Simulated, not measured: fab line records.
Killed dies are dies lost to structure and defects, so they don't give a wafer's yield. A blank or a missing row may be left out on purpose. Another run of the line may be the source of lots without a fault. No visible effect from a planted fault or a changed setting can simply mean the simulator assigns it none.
fab line records || flow sky130
record: {"lots": 5, "wafers": 15, "last_day": 49}
route steps=708 shown LDD_N@249 LDD_P@255 PAD_OPEN@708
lots untouched by any fault: they come from a run of this same line in which no faults occurred
start_h: hours from the record's opening day to when the first of the lot's shown wafers began || wait_h: hours since the lot's step before || " identical to the entry in the row above || L1.1+2: one row covering several wafers at once || - no value present, or no start provided || * or withheld: withheld || < > ~ a bound
route shown NAME@n: names a module that has steps shown in the file, with the first one's number in the route || usual: the fault-free wafers' mean and standard deviation || same: alike in all rows || chamber/n: place in a boat || sites: per-site readings || _std_site: standard deviation of those values || _edge_site: mean of outer sites minus mean of inner sites || radius_mm: how far each site lies from the wafer's centre || mask NAME#n: copy n || behind: the tool/chamber that last shaped the wafer || hold: the reason the lot was held/the length of the hold in hours/how it ended || device: the transistor (n, p or np) that didn't switch || end of line: the tests these same wafers got at the end of their route || where a step has no rows: the recipe by itself || killed: not the wafer's yield, but the dies lost to structure and defects at the first sort || map: shows each die of a wafer: x if killed, . if not, _ if none is there
set.NAME: the run value of the setting; set.NAME@STEP: its run value at that earlier step || model.NAME: the simulator's own value behind a step, which no gauge read
a table for each step, a row for each wafer; lots at some steps of the route
services: the hour from which a tool's chamber was out of use, counted from the record's first day as start_h (under 0 if before that day), plus the number of hours and why
== steps ==
step: SKY_LDD_N_IMPLANT_12
recipe: {"species": "BF2", "energy_kev": 50, "dose_cm2": 5e+12, "tilt_deg": 30, "rotation_deg": 0}
step: SKY_LDD_N_IMPLANT_13
recipe: {"species": "BF2", "energy_kev": 50, "dose_cm2": 5e+12, "tilt_deg": 30, "rotation_deg": 90}
step: SKY_LDD_N_IMPLANT_14
recipe: {"species": "BF2", "energy_kev": 50, "dose_cm2": 5e+12, "tilt_deg": 30, "rotation_deg": 180}
step: SKY_LDD_N_IMPLANT_15
recipe: {"species": "BF2", "energy_kev": 50, "dose_cm2": 5e+12, "tilt_deg": 30, "rotation_deg": 270}
step: SKY_LDD_N_STRIP_16
recipe: {"chemistry": "O2/N2", "power_w": 1400, "pressure_mtorr": 1500, "platen_temp_c": "withheld", "o2_flow_sccm": 3000, "n2_flow_sccm": 300, "overash_fraction": 0.5}
usual: {"drypump_motor_current_A": "5.8/0.43", "o2_flow_sccm": "3000/10", "oes_product_au": "0.406/0.0043", "strip_time_to_endpoint_s": "4.314/0.014"}
{"lot.wafer": "L457.4", "tool": "plasma_asher-04", "chamber": 0, "start_h": 427.95, "wait_h": 0.1, "drypump_motor_current_A": 5.4, "o2_flow_sccm": 2991, "oes_product_au": 0.404, "rf_hours_counter_h": "-", "strip_time_to_endpoint_s": 4.301}
{"lot.wafer": "L457.5", "tool": "plasma_asher-04", "chamber": 1, "start_h": 427.95, "wait_h": 0.1, "drypump_motor_current_A": 6.3, "o2_flow_sccm": 2991, "oes_product_au": 0.404, "rf_hours_counter_h": "-", "strip_time_to_endpoint_s": 4.330}
{"lot.wafer": "L457.6", "tool": "plasma_asher-04", "chamber": 0, "start_h": 427.95, "wait_h": 0.1, "drypump_motor_current_A": 5.4, "o2_flow_sccm": 2999, "oes_product_au": 0.405, "rf_hours_counter_h": "-", "strip_time_to_endpoint_s": 4.303}
{"lot.wafer": "L459.1", "tool": "plasma_asher-04", "chamber": 0, "start_h": 446.52, "wait_h": 0.1, "drypump_motor_current_A": 5.3, "o2_flow_sccm": 3005, "oes_product_au": 0.412, "rf_hours_counter_h": 77, "strip_time_to_endpoint_s": 4.301}
{"lot.wafer": "L459.2", "tool": "plasma_asher-04", "chamber": 1, "start_h": 446.52, "wait_h": 0.1, "drypump_motor_current_A": 6.3, "o2_flow_sccm": 2993, "oes_product_au": 0.402, "rf_hours_counter_h": 77, "strip_time_to_endpoint_s": 4.317}
{"lot.wafer": "L459.6", "tool": "plasma_asher-04", "chamber": 1, "start_h": 446.52, "wait_h": 0.1, "drypump_motor_current_A": 6.3, "o2_flow_sccm": 2991, "oes_product_au": 0.399, "rf_hours_counter_h": "-", "strip_time_to_endpoint_s": 4.296}
{"lot.wafer": "L461.1", "tool": "plasma_asher-01", "chamber": 0, "start_h": 469.26, "wait_h": 0.1, "drypump_motor_current_A": 6.1, "o2_flow_sccm": 2985, "oes_product_au": 0.412, "rf_hours_counter_h": 35, "strip_time_to_endpoint_s": 4.312}
{"lot.wafer": "L461.2", "tool": "plasma_asher-01", "chamber": 1, "start_h": 469.26, "wait_h": 0.1, "drypump_motor_current_A": 5.4, "o2_flow_sccm": 3010, "oes_product_au": 0.407, "rf_hours_counter_h": 35, "strip_time_to_endpoint_s": 4.323}
{"lot.wafer": "L461.5", "tool": "plasma_asher-01", "chamber": 0, "start_h": 469.26, "wait_h": 0.1, "drypump_motor_current_A": 6.1, "o2_flow_sccm": 2989, "oes_product_au": 0.407, "rf_hours_counter_h": "-", "strip_time_to_endpoint_s": 4.296}
{"lot.wafer": "L471.2", "tool": "plasma_asher-04", "chamber": 0, "start_h": 553.51, "wait_h": 0.1, "drypump_motor_current_A": 5.4, "o2_flow_sccm": 2993, "oes_product_au": 0.406, "rf_hours_counter_h": 88, "strip_time_to_endpoint_s": 4.307}
{"lot.wafer": "L471.3", "tool": "plasma_asher-04", "chamber": 0, "start_h": 553.51, "wait_h": 0.1, "drypump_motor_current_A": 5.3, "o2_flow_sccm": 3004, "oes_product_au": 0.412, "rf_hours_counter_h": "-", "strip_time_to_endpoint_s": 4.317}
{"lot.wafer": "L471.4", "tool": "plasma_asher-04", "chamber": 1, "start_h": 553.51, "wait_h": 0.1, "drypump_motor_current_A": 6.3, "o2_flow_sccm": 2995, "oes_product_au": 0.405, "rf_hours_counter_h": "-", "strip_time_to_endpoint_s": 4.320}
{"lot.wafer": "L473.2", "tool": "plasma_asher-04", "chamber": 0, "start_h": 571.54, "wait_h": 0.1, "drypump_motor_current_A": 5.3, "o2_flow_sccm": 2992, "oes_product_au": 0.407, "rf_hours_counter_h": 90, "strip_time_to_endpoint_s": 4.292}
{"lot.wafer": "L473.5", "tool": "plasma_asher-04", "chamber": 0, "start_h": 571.54, "wait_h": 0.1, "drypump_motor_current_A": 5.4, "o2_flow_sccm": 2993, "oes_product_au": 0.398, "rf_hours_counter_h": "-", "strip_time_to_endpoint_s": 4.322}
{"lot.wafer": "L473.6", "tool": "plasma_asher-04", "chamber": 1, "start_h": 571.54, "wait_h": 0.1, "drypump_motor_current_A": 6.3, "o2_flow_sccm": 3015, "oes_product_au": 0.405, "rf_hours_counter_h": "-", "strip_time_to_endpoint_s": 4.318}
step: SKY_LDD_N_TW_MEAS_17
usual: {"LDD_N_TW": "2555/19"}
{"lot.wafer": "L457.4", "tool": "film_metro-01", "chamber": "-", "start_h": 428.04, "wait_h": 0.1, "LDD_N_TW": 2567}
{"lot.wafer": "L457.5", "tool": "film_metro-01", "chamber": "-", "start_h": 428.04, "wait_h": 0.1, "LDD_N_TW": 2557}
{"lot.wafer": "L457.6", "tool": "film_metro-01", "chamber": "-", "start_h": 428.04, "wait_h": 0.1, "LDD_N_TW": 2582}
{"lot.wafer": "L459.1", "tool": "film_metro-01", "chamber": "-", "start_h": 446.62, "wait_h": 0.1, "LDD_N_TW": 2591}
{"lot.wafer": "L459.2", "tool": "film_metro-01", "chamber": "-", "start_h": 446.62, "wait_h": 0.1, "LDD_N_TW": 2603}
{"lot.wafer": "L459.6", "tool": "film_metro-01", "chamber": "-", "start_h": 446.62, "wait_h": 0.1, "LDD_N_TW": 2597}
{"lot.wafer": "L461.1", "tool": "film_metro-04", "chamber": "-", "start_h": 469.36, "wait_h": 0.1, "LDD_N_TW": 2549}
{"lot.wafer": "L461.2", "tool": "film_metro-04", "chamber": "-", "start_h": 469.36, "wait_h": 0.1, "LDD_N_TW": 2531}
{"lot.wafer": "L461.5", "tool": "film_metro-04", "chamber": "-", "start_h": 469.36, "wait_h": 0.1, "LDD_N_TW": 2545}
{"lot.wafer": "L471.2", "tool": "film_metro-04", "chamber": "-", "start_h": 553.62, "wait_h": 0.1, "LDD_N_TW": 2542}
{"lot.wafer": "L471.3", "tool": "film_metro-04", "chamber": "-", "start_h": 553.62, "wait_h": 0.1, "LDD_N_TW": 2551}
{"lot.wafer": "L471.4", "tool": "film_metro-04", "chamber": "-", "start_h": 553.62, "wait_h": 0.1, "LDD_N_TW": 2543}
{"lot.wafer": "L473.2", "tool": "film_metro-02", "chamber": "-", "start_h": 571.65, "wait_h": 0.1, "LDD_N_TW": 2548}
{"lot.wafer": "L473.5", "tool": "film_metro-02", "chamber": "-", "start_h": 571.65, "wait_h": 0.1, "LDD_N_TW": 2531}
{"lot.wafer": "L473.6", "tool": "film_metro-02", "chamber": "-", "start_h": 571.65, "wait_h": 0.1, "LDD_N_TW": 2539}
step: SKY_LDD_P_DEHYDRATE_00
recipe: {"temp_c": 200, "time_s": 60}
step: SKY_LDD_P_HMDS_01
recipe: {"prime_time_s": 60, "prime_temp_c": 120}
step: SKY_LDD_P_COAT_02
recipe: {"resist": "NOVOLAK", "spin_rpm": 3000, "resist_thk_nm": 1140}
step: SKY_LDD_P_SOFTBAKE_03
recipe: {"temp_c": 90, "time_s": 57.27, "resist": "NOVOLAK"}
step: SKY_LDD_P_EXPOSE_04
recipe: {"mask_id": "PSDM", "na": 0.6, "source_shape": "conventional", "sigma_outer": 0.6, "polarization": "unpolarized", "target_cd_nm": 380, "dose_mj": 138}
step: SKY_LDD_P_PEB_05
recipe: {"temp_c": "withheld", "time_s": "*", "resist": "NOVOLAK"}
step: SKY_LDD_P_DEVELOP_06
recipe: {"resist": "NOVOLAK", "developer": "TMAH", "develop_time_s": 60, "dev_temp_c": 23}
{"lot.wafer": "L457.4+5+6", "tool": "litho_track-01", "chamber": 0, "start_h": 458.90, "wait_h": 0.1}
{"lot.wafer": "L459.1+2+6", "tool": "litho_track-02", "chamber": 0, "start_h": 477.21, "wait_h": 0.1}
{"lot.wafer": "L461.1+2+5", "tool": "litho_track-01", "chamber": 0, "start_h": 500.57, "wait_h": 0.1}
{"lot.wafer": "L471.2+3+4", "tool": "litho_track-04", "chamber": 0, "start_h": 583.21, "wait_h": 0.1}
{"lot.wafer": "L473.2+5+6", "tool": "litho_track-04", "chamber": 0, "start_h": 600.41, "wait_h": 0.1}
step: SKY_LDD_P_CD_MEAS_07
recipe: {"target_cd_nm": 380}
usual: {"cd_nm": "380.5/2.3"}
{"lot.wafer": "L457.4", "tool": "cd_sem-02", "chamber": "-", "start_h": 459.03, "wait_h": 0.1, "hold": "-", "cd_nm": 382.2}
{"lot.wafer": "L457.5", "tool": "cd_sem-02", "chamber": "-", "start_h": 459.03, "wait_h": 0.1, "hold": "-", "cd_nm": 379.4}
{"lot.wafer": "L457.6", "tool": "cd_sem-02", "chamber": "-", "start_h": 459.03, "wait_h": 0.1, "hold": "-", "cd_nm": 380.3}
{"lot.wafer": "L459.1", "tool": "cd_sem-02", "chamber": "-", "start_h": 477.36, "wait_h": 0.1, "hold": "-", "cd_nm": 380.4}
{"lot.wafer": "L459.2", "tool": "cd_sem-02", "chamber": "-", "start_h": 477.36, "wait_h": 0.1, "hold": "-", "cd_nm": 378.9}
{"lot.wafer": "L459.6", "tool": "cd_sem-02", "chamber": "-", "start_h": 477.36, "wait_h": 0.1, "hold": "-", "cd_nm": 381.1}
{"lot.wafer": "L461.1", "tool": "cd_sem-01", "chamber": "-", "start_h": 500.72, "wait_h": 0.1, "hold": "await_dispo/0.2h/release", "cd_nm": 374.3}
{"lot.wafer": "L461.2", "tool": "cd_sem-01", "chamber": "-", "start_h": 500.72, "wait_h": 0.1, "hold": "await_dispo/0.2h/release", "cd_nm": 371.3}
{"lot.wafer": "L461.5", "tool": "cd_sem-01", "chamber": "-", "start_h": 500.72, "wait_h": 0.1, "hold": "await_dispo/0.2h/release", "cd_nm": 374.3}
{"lot.wafer": "L461.1", "tool": "cd_sem-01", "chamber": "-", "start_h": 501.01, "wait_h": 0.3, "hold": "-", "cd_nm": 374.7}
{"lot.wafer": "L461.2", "tool": "cd_sem-01", "chamber": "-", "start_h": 501.01, "wait_h": 0.3, "hold": "-", "cd_nm": 371.3}
{"lot.wafer": "L461.5", "tool": "cd_sem-01", "chamber": "-", "start_h": 501.01, "wait_h": 0.3, "hold": "-", "cd_nm": 374.5}
{"lot.wafer": "L471.2", "tool": "cd_sem-01", "chamber": "-", "start_h": 583.36, "wait_h": 0.1, "hold": "-", "cd_nm": 379.9}
{"lot.wafer": "L471.3", "tool": "cd_sem-01", "chamber": "-", "start_h": 583.36, "wait_h": 0.1, "hold": "-", "cd_nm": 380.5}
{"lot.wafer": "L471.4", "tool": "cd_sem-01", "chamber": "-", "start_h": 583.36, "wait_h": 0.1, "hold": "-", "cd_nm": 383.0}
{"lot.wafer": "L473.2", "tool": "cd_sem-02", "chamber": "-", "start_h": 600.56, "wait_h": 0.1, "hold": "-", "cd_nm": 376.2}
{"lot.wafer": "L473.5", "tool": "cd_sem-02", "chamber": "-", "start_h": 600.56, "wait_h": 0.1, "hold": "-", "cd_nm": 374.9}
{"lot.wafer": "L473.6", "tool": "cd_sem-02", "chamber": "-", "start_h": 600.56, "wait_h": 0.1, "hold": "-", "cd_nm": 378.0}
step: SKY_LDD_P_OVL_MEAS_08
usual: {"LDD_P_OVL": "-0.6/1.3"}
{"lot.wafer": "L457.4", "tool": "overlay-02", "chamber": "-", "start_h": 459.11, "wait_h": 0.1, "hold": "-", "LDD_P_OVL[nm]": -0.6}
{"lot.wafer": "L457.5", "tool": "overlay-02", "chamber": "-", "start_h": 459.11, "wait_h": 0.1, "hold": "-", "LDD_P_OVL[nm]": -1.7}
{"lot.wafer": "L457.6", "tool": "overlay-02", "chamber": "-", "start_h": 459.11, "wait_h": 0.1, "hold": "-", "LDD_P_OVL[nm]": -0.8}
{"lot.wafer": "L459.1", "tool": "overlay-01", "chamber": "-", "start_h": 477.48, "wait_h": 0.1, "hold": "-", "LDD_P_OVL[nm]": -2.2}
{"lot.wafer": "L459.2", "tool": "overlay-01", "chamber": "-", "start_h": 477.48, "wait_h": 0.1, "hold": "-", "LDD_P_OVL[nm]": -4.0}
{"lot.wafer": "L459.6", "tool": "overlay-01", "chamber": "-", "start_h": 477.48, "wait_h": 0.1, "hold": "-", "LDD_P_OVL[nm]": -1.7}
{"lot.wafer": "L461.1", "tool": "overlay-01", "chamber": "-", "start_h": 503.44, "wait_h": 2.4, "hold": "await_dispo/2.3h/release", "LDD_P_OVL[nm]": 1.7}
{"lot.wafer": "L461.2", "tool": "overlay-01", "chamber": "-", "start_h": 503.44, "wait_h": 2.4, "hold": "await_dispo/2.3h/release", "LDD_P_OVL[nm]": 1.8}
{"lot.wafer": "L461.5", "tool": "overlay-01", "chamber": "-", "start_h": 503.44, "wait_h": 2.4, "hold": "await_dispo/2.3h/release", "LDD_P_OVL[nm]": 3.2}
{"lot.wafer": "L471.2", "tool": "overlay-02", "chamber": "-", "start_h": 583.46, "wait_h": 0.1, "hold": "-", "LDD_P_OVL[nm]": 0.5}
{"lot.wafer": "L471.3", "tool": "overlay-02", "chamber": "-", "start_h": 583.46, "wait_h": 0.1, "hold": "-", "LDD_P_OVL[nm]": 1.6}
{"lot.wafer": "L471.4", "tool": "overlay-02", "chamber": "-", "start_h": 583.46, "wait_h": 0.1, "hold": "-", "LDD_P_OVL[nm]": -0.5}
{"lot.wafer": "L473.2", "tool": "overlay-01", "chamber": "-", "start_h": 600.66, "wait_h": 0.1, "hold": "-", "LDD_P_OVL[nm]": -0.2}
{"lot.wafer": "L473.5", "tool": "overlay-01", "chamber": "-", "start_h": 600.66, "wait_h": 0.1, "hold": "-", "LDD_P_OVL[nm]": -1.3}
{"lot.wafer": "L473.6", "tool": "overlay-01", "chamber": "-", "start_h": 600.66, "wait_h": 0.1, "hold": "-", "LDD_P_OVL[nm]": -0.3}
step: SKY_PAD_OPEN_PROBE_99
usual: {"killed_at_M0_to_M3": "43/6.6", "killed_at_M4_up": "3.4/1.8", "killed_at_contacts": "24/4.9", "killed_at_front_end": "15/4.1", "killed_at_other": "0.3/0.55", "killed_dies": "85/8.8", "killed_open": "46/6.1", "killed_short": "39/5.7"}
same: {"gross_dies": 492, "killed_at_back_side": 0}
{"lot.wafer": "L457.4", "tool": "prober-01", "chamber": "-", "start_h": 1095.73, "wait_h": 0.2, "killed_at_M0_to_M3": 43, "killed_at_M4_up": 2, "killed_at_contacts": 20, "killed_at_front_end": 11, "killed_at_other": 0, "killed_dies": 76, "killed_open": 47, "killed_short": 29}
{"lot.wafer": "L457.5", "tool": "prober-01", "chamber": "-", "start_h": 1095.78, "wait_h": 0.2, "killed_at_M0_to_M3": 30, "killed_at_M4_up": 2, "killed_at_contacts": 25, "killed_at_front_end": 21, "killed_at_other": 0, "killed_dies": 78, "killed_open": 47, "killed_short": 31}
{"lot.wafer": "L457.6", "tool": "prober-01", "chamber": "-", "start_h": 1095.83, "wait_h": 0.2, "killed_at_M0_to_M3": 46, "killed_at_M4_up": 0, "killed_at_contacts": 20, "killed_at_front_end": 22, "killed_at_other": 0, "killed_dies": 88, "killed_open": 42, "killed_short": 45}
{"lot.wafer": "L459.1", "tool": "prober-01", "chamber": "-", "start_h": 1104.39, "wait_h": 0.1, "killed_at_M0_to_M3": 39, "killed_at_M4_up": 1, "killed_at_contacts": 25, "killed_at_front_end": 7, "killed_at_other": 0, "killed_dies": 72, "killed_open": 39, "killed_short": 33}
{"lot.wafer": "L459.2", "tool": "prober-01", "chamber": "-", "start_h": 1104.44, "wait_h": 0.1, "killed_at_M0_to_M3": 47, "killed_at_M4_up": 5, "killed_at_contacts": 23, "killed_at_front_end": 12, "killed_at_other": 0, "killed_dies": 87, "killed_open": 48, "killed_short": 39}
{"lot.wafer": "L459.6", "tool": "prober-01", "chamber": "-", "start_h": 1104.64, "wait_h": 0.2, "killed_at_M0_to_M3": 28, "killed_at_M4_up": 3, "killed_at_contacts": 21, "killed_at_front_end": 17, "killed_at_other": 0, "killed_dies": 69, "killed_open": 40, "killed_short": 29}
{"lot.wafer": "L471.2", "tool": "prober-01", "chamber": "-", "start_h": 1174.45, "wait_h": 0.1, "killed_at_M0_to_M3": 39, "killed_at_M4_up": 1, "killed_at_contacts": 20, "killed_at_front_end": 16, "killed_at_other": 0, "killed_dies": 76, "killed_open": 38, "killed_short": 38}
{"lot.wafer": "L471.3", "tool": "prober-01", "chamber": "-", "start_h": 1174.50, "wait_h": 0.2, "killed_at_M0_to_M3": 37, "killed_at_M4_up": 5, "killed_at_contacts": 22, "killed_at_front_end": 20, "killed_at_other": 1, "killed_dies": 85, "killed_open": 51, "killed_short": 34}
{"lot.wafer": "L471.4", "tool": "prober-01", "chamber": "-", "start_h": 1174.55, "wait_h": 0.2, "killed_at_M0_to_M3": 47, "killed_at_M4_up": 4, "killed_at_contacts": 27, "killed_at_front_end": 17, "killed_at_other": 0, "killed_dies": 95, "killed_open": 51, "killed_short": 42}
killed by level:class
L457.4 VIA1:geometric_particle:open=11 CONTACT:geometric_particle:open=8 VIA2:geometric_particle:open=8 LI_CONTACT:geometric_particle:open=6 METAL1:geometric_particle:short=5 VIA3:geometric_particle:open=5 VIA1:geometric_particle:short=4 VIA2:geometric_particle:short=4
L457.5 CONTACT:geometric_particle:open=9 FIELD_ISO:geometric_particle:open=7 LI_CONTACT:geometric_particle:open=6 POLY_GATE:geometric_particle:open=4 METAL1:geometric_particle:short=4 VIA2:geometric_particle:short=4 VIA2:geometric_particle:open=4 FIELD_ISO:geometric_particle:short=3
L457.6 VIA1:geometric_particle:open=9 VIA2:geometric_particle:short=8 LI_CONTACT:geometric_particle:open=7 VIA3:geometric_particle:open=7 VIA1:geometric_particle:short=6 POLY_GATE:geometric_particle:short=5 POLY_CUT:geometric_particle:short=4 LOCAL_INTERCONNECT:geometric_particle:short=4
L459.1 CONTACT:geometric_particle:open=13 VIA1:geometric_particle:open=12 METAL1:geometric_particle:short=11 METAL2:geometric_particle:short=6 CONTACT:geometric_particle:short=5 LI_CONTACT:geometric_particle:short=4 VIA1:geometric_particle:short=3 LI_CONTACT:geometric_particle:open=3
L459.2 VIA1:geometric_particle:open=11 CONTACT:geometric_particle:open=11 VIA2:geometric_particle:open=8 VIA3:geometric_particle:short=7 METAL2:geometric_particle:short=7 VIA1:geometric_particle:short=6 LI_CONTACT:geometric_particle:open=6 POLY_GATE:geometric_particle:short=5
L459.6 CONTACT:geometric_particle:open=8 LI_CONTACT:geometric_particle:open=7 VIA3:geometric_particle:open=5 FIELD_ISO:geometric_particle:open=4 FIELD_ISO:geometric_particle:short=4 POLY_GATE:geometric_particle:short=4 METAL1:geometric_particle:short=4 VIA2:geometric_particle:open=4
L471.2 CONTACT:geometric_particle:open=11 VIA1:geometric_particle:open=8 FIELD_ISO:geometric_particle:short=7 VIA2:geometric_particle:open=5 METAL1:geometric_particle:short=5 VIA3:geometric_particle:open=4 METAL2:geometric_particle:short=4 VIA2:geometric_particle:short=4
L471.3 VIA1:geometric_particle:open=10 CONTACT:geometric_particle:open=9 FIELD_ISO:geometric_particle:short=7 VIA2:geometric_particle:open=7 LI_CONTACT:geometric_particle:open=6 CONTACT:geometric_particle:short=5 VIA3:geometric_particle:open=5 FIELD_ISO:geometric_particle:open=4
L471.4 VIA2:geometric_particle:open=11 VIA1:geometric_particle:open=10 CONTACT:geometric_particle:open=10 LOCAL_INTERCONNECT:geometric_particle:short=6 CONTACT:geometric_particle:short=6 METAL3:geometric_particle:short=6 LI_CONTACT:geometric_particle:open=5 FIELD_ISO:geometric_particle:open=4
== services ==
{"tool": "plasma_asher-01", "chamber": "-", "start_h": 475.12, "hours": 1.9, "kind": "repair"}
{"tool": "plasma_asher-04", "chamber": "-", "start_h": 599.30, "hours": 3.8, "kind": "repair"}
== key ==
first_sign: {"step": "SKY_LDD_P_CD_MEAS_07", "reading": "visit", "direction": "added"}
effect: {"step": "SKY_LDD_P_CD_MEAS_07", "reading": "cd_nm", "direction": "down", "sigmas": 3.1, "usual": 380.5, "struck": 373.3}
met_at SKY_LDD_P_DEVELOP_06
struck_wafers L461.1,L461.2,L461.5
tester_left_out L461
onset_between 458.90 500.57
also_fits SKY_LDD_N_STRIP_16:plasma_asher-01
fault: {"kind": "process_parameter_drift", "tool": "litho_track-01", "chamber": "-", "onset_h": 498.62, "steps": "SKY_LDD_P_DEVELOP_06", "channel": "develop_time_s", "offset": "*", "shape": "step", "end_h": 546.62, "acts_in": "*", "stated": "*"}
tester_left_out: of these lots the tester's yield and bins aren't shown, on N5 and GAA mostly nor the transistor test; their killed dies are dies lost to structure and defects alone, not to doping, threshold or leakage, so they don't give the yield
